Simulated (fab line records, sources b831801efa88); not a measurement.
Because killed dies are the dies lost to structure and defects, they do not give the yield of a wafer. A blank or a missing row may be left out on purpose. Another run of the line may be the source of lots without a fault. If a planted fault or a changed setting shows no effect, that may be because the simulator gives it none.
Matching of chambers :: flow gf180mcu :: GF_CONTACT_CVD_02 on pecvd-03: 3 sister chambers
The step deposits SiO2 from TEOS, target thk 860 nm, time 95.992 s. 6 wafers are shown with their chamber, then 9 later ones without.

EACH WAFER AND ITS CHAMBER
wafer: L090.2
chamber: 2
heaterPowerW (W): 559

wafer: L091.2
chamber: 1
heaterPowerW (W): 745

wafer: L091.6
chamber: 2
heaterPowerW (W): 630

wafer: L093.1
chamber: 1
heaterPowerW (W): 696

wafer: L093.3
chamber: 0
heaterPowerW (W): 567

wafer: L093.4
chamber: 0
heaterPowerW (W): 592

WAFERS WHOSE CHAMBER IS MISSING
wafer: L094.1
heaterPowerW (W): 670

wafer: L094.3
heaterPowerW (W): 505

wafer: L094.6
heaterPowerW (W): 547

wafer: L096.1
heaterPowerW (W): 499

wafer: L096.2
heaterPowerW (W): 634

wafer: L096.3
heaterPowerW (W): 556

wafer: L097.3
heaterPowerW (W): 530

wafer: L097.4
heaterPowerW (W): 586

wafer: L097.5
heaterPowerW (W): 588

CHAMBER TAKEN BY EACH
wafer: L094.1
from the rows above: can't be placed: 1 or 2 or 0
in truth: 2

wafer: L094.3
from the rows above: can't be placed: 0 or 2
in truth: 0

wafer: L094.6
from the rows above: can't be placed: 0 or 2
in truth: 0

wafer: L096.1
from the rows above: can't be placed: 0 or 2
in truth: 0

wafer: L096.2
from the rows above: can't be placed: 2 or 0 or 1
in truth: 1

wafer: L096.3
from the rows above: can't be placed: 0 or 2
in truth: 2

wafer: L097.3
from the rows above: can't be placed: 0 or 2
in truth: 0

wafer: L097.4
from the rows above: can't be placed: 0 or 2
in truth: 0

wafer: L097.5
from the rows above: can't be placed: 2 or 0
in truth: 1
0 of 9 placed correctly. Cannot be placed on the basis of these rows: 9; the candidates contain the true chamber in 8. 0 placed wrongly.
How it was worked out, from the rows above alone: a wafer's distance from a chamber is the root of the sum, over the readings, of the square of ((its reading less the chamber's mean) divided by the reading's scatter). The wafer belongs to the nearest chamber; if the next one is less than 2 further off, it can't be placed. A chamber's mean is the mean of its shown wafers. How the scatter is found: for the shown wafers, subtract from each reading the mean of its chamber, square and add these, divide the total by (wafers less chambers), then take the root.
